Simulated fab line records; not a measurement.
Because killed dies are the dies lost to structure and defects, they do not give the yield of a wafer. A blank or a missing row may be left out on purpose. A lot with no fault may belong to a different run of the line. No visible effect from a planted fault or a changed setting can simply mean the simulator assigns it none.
What tool caused it?    flow sky130    Sampling: 12 lots, 36 wafers, 5 of 708 route steps

WHAT EACH GAUGE READ, for each wafer
SKY_VIA1_THK_MEAS_23: measures by xrf.
lot   measured      on            VIA1_W_THK (nm)
L403  day 34 22:46  filmMetro-04  271 274 273
L404  day 35 01:52  filmMetro-03  274 280 277
L405  day 35 07:39  filmMetro-04  271 271 279
L407  day 36 08:17  filmMetro-03  272 272 271
L410  day 36 20:02  filmMetro-01  277 278 289
L412  day 36 20:56  filmMetro-01  275 281 276
L413  day 38 02:42  filmMetro-01  272 270 271
L417  day 39 01:19  filmMetro-01  279 288 285
L416  day 39 03:46  filmMetro-04  275 282 275
L418  day 39 07:40  filmMetro-04  269 270 271
L420  day 40 11:53  filmMetro-03  277 275 272
L421  day 40 15:26  filmMetro-04  270 271 270

SKY_METAL2_OVL_MEAS_16.
lot   measured      on          METAL2_OVL (nm)
L403  day 36 02:16  overlay-02  -3 2 -1
L404  day 36 05:20  overlay-02  11 10 2
L405  day 36 10:47  overlay-01  1 8 8
L407  day 37 10:29  overlay-02  14 7 11
L410  day 37 22:26  overlay-01  -1 1 -2
L412  day 37 23:39  overlay-01  9 5 5
L413  day 39 01:34  overlay-01  12 13 7
L417  day 40 03:15  overlay-01  1 9 5
L416  day 40 05:31  overlay-01  4 8 8
L418  day 40 09:07  overlay-01  -2 -2 -5
L420  day 41 12:23  overlay-01  10 14 3
L421  day 41 15:50  overlay-02  2 4 8

SKY_VIA2_THK_MEAS_01.
lot   measured      on            VIA2_HDPCVD_THK (nm)
L403  day 36 03:15  filmMetro-01  1184 1188 1170
L404  day 36 06:17  filmMetro-04  1183 1176 1173
L405  day 36 11:44  filmMetro-04  1182 1180 1195
L407  day 37 11:52  filmMetro-02  1180 1190 1186
L410  day 37 23:32  filmMetro-04  1183 1172 1190
L412  day 38 00:39  filmMetro-04  1199 1191 1176
L413  day 39 02:31  filmMetro-02  1198 1172 1192
L417  day 40 04:11  filmMetro-04  1193 1195 1175
L416  day 40 06:28  filmMetro-02  956 950 931 956 951 931
L418  day 40 10:04  filmMetro-02  938 947 953 937 947 954
L420  day 41 13:20  filmMetro-01  1180 1197 1188
L421  day 41 16:47  filmMetro-02  1173 1160 1172

WHAT TOOL EACH LOT RAN ON (gives the tool, then ch and the chambers of the sampled wafers, and finally the start)
lot   SKY_METAL2_DESCUM_17              SKY_VIA2_HDPCVD_00
L403  rieMetal-04 ch 0,1, day 36 02:17  hdpcvd-02 ch 0,1,2, day 36 03:10
L404  rieMetal-03 ch 0,1, day 36 05:22  hdpcvd-02 ch 0,1,2, day 36 06:10
L405  rieMetal-04 ch 0,1, day 36 10:49  hdpcvd-02 ch 0,2, day 36 11:36
L407  rieMetal-02 ch 1, day 37 10:32    hdpcvd-02 ch 0,1, day 37 11:44
L410  rieMetal-04 ch 0, day 37 22:29    hdpcvd-01 ch 1,2, day 37 23:24
L412  rieMetal-03 ch 0,1, day 37 23:41  hdpcvd-02 ch 1,2, day 38 00:31
L413  rieMetal-04 ch 0,1, day 39 01:35  hdpcvd-02 ch 0,1,2, day 39 02:25
L417  rieMetal-04 ch 0,1, day 40 03:17  hdpcvd-02 ch 0,2, day 40 04:04
L416  rieMetal-03 ch 0,1, day 40 05:33  hdpcvd-02 ch 0,1, day 40 06:19
L418  rieMetal-04 ch 0,1, day 40 09:08  hdpcvd-02 ch 0,1,2, day 40 09:58
L420  rieMetal-03 ch 0,1, day 41 12:26  hdpcvd-01 ch 0,1, day 41 13:12
L421  rieMetal-02 ch 0,1, day 41 15:53  hdpcvd-01 ch 0,1,2, day 41 16:39
- SKY_METAL2_DESCUM_17: chemistry O2, time 8 s.
- SKY_VIA2_HDPCVD_00: deposits SiO2, target thk 1180 nm, time 196.7 s.

AS READ BY THE TOOLS THEMSELVES (means over the sampled wafers that have a number; for cases with no such wafer, the mark the record gives instead)
SKY_METAL2_DESCUM_17.
lot   tool         chamberPressureMTorr (mTorr)  drypumpMotorCurrentA (A)  heBacksideLeakSccm (sccm)  oesProductAu (a.u.)
L403  rieMetal-04  10.009                        5.6                       3.62                       0.985
L404  rieMetal-03  10.000                        5.4                       3.17                       0.997
L405  rieMetal-04  10.004                        5.8                       3.56                       0.992
L407  rieMetal-02  9.995                         5.8                       3.07                       0.999
L410  rieMetal-04  10.001                        5.3                       3.50                       0.992
L412  rieMetal-03  10.007                        5.7                       3.27                       1.001
L413  rieMetal-04  10.006                        5.8                       4.05                       0.992
L417  rieMetal-04  10.008                        5.5                       3.50                       0.985
L416  rieMetal-03  9.997                         5.4                       3.20                       0.993
L418  rieMetal-04  10.006                        5.8                       3.50                       0.989
L420  rieMetal-03  9.996                         5.4                       3.25                       0.985
L421  rieMetal-02  10.003                        6.1                       3.21                       0.997

SKY_VIA2_HDPCVD_00.
lot   tool       pressureMtorr (mTorr)  sih4FlowSccm (sccm)
L403  hdpcvd-02  6.001                  60.02
L404  hdpcvd-02  6.005                  59.90
L405  hdpcvd-02  6.007                  60.11
L407  hdpcvd-02  5.997                  59.94
L410  hdpcvd-01  5.996                  59.96
L412  hdpcvd-02  6.001                  59.85
L413  hdpcvd-02  5.992                  60.00
L417  hdpcvd-02  6.003                  60.09
L416  hdpcvd-02  5.995                  48.07
L418  hdpcvd-02  6.001                  47.72
L420  hdpcvd-01  6.003                  60.29
L421  hdpcvd-01  5.992                  60.13

THE ANSWER, worked out from the rows above alone
Rule: the lots themselves supply what counts as usual. Put in order of their means at a reading, lots are off if they are a third of the lots or fewer, leave a main group of 4 or more, and stand apart from it by a gap of 3 or more times the standard deviation of the main group's means; of several such gaps the widest counts. A main group is skipped when, at the precision printed for the reading in the tables above, its means are all equal. Also off: a lot with no number at a reading for which 4 or more lots have one. Where the step has rows for the other lots, those lots are counted as sound. First the gauges in route order, then the tools' own readings, where a lot's mean is used as printed above. At the first step where some lot is off, the reading lying furthest off is the one used; lots without a number count as furthest.
Off: at SKY_VIA2_THK_MEAS_01 (VIA2_HDPCVD_THK), L416, L418. The main group: mean 1183 nm, standard deviation 6.1.
If a tool, at a process step before that reading, ran all the lots that are off and no sound lot after the first of them, it fits. Not tried: the gauges at SKY_VIA2_THK_MEAS_01; whatever is off there is also off at SKY_VIA2_HDPCVD_00, on other tools, and gauge error can't account for it. One candidate fits, namely hdpcvd-02 at SKY_VIA2_HDPCVD_00. A fault onset in the window from L417 (day 40 04:04, its last sound lot) to L416 (day 40 06:19, its first lot off) fits.
On the lots that are off, the tool's own readings at SKY_VIA2_HDPCVD_00 differ by more than 5 times the standard deviation of the sound lots' means, which bears it out; sih4FlowSccm reads 47.89 sccm there versus 60.03 sccm on the sound lots.

WHAT THE SIMULATOR HAD PUT IN
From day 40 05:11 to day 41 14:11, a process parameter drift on hdpcvd-02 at SKY_VIA2_HDPCVD_00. The setting sih4FlowSccm was moved by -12, starting from 60. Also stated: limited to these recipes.
Shown lots that were struck: L416, L418. This agrees with what the rule above found.
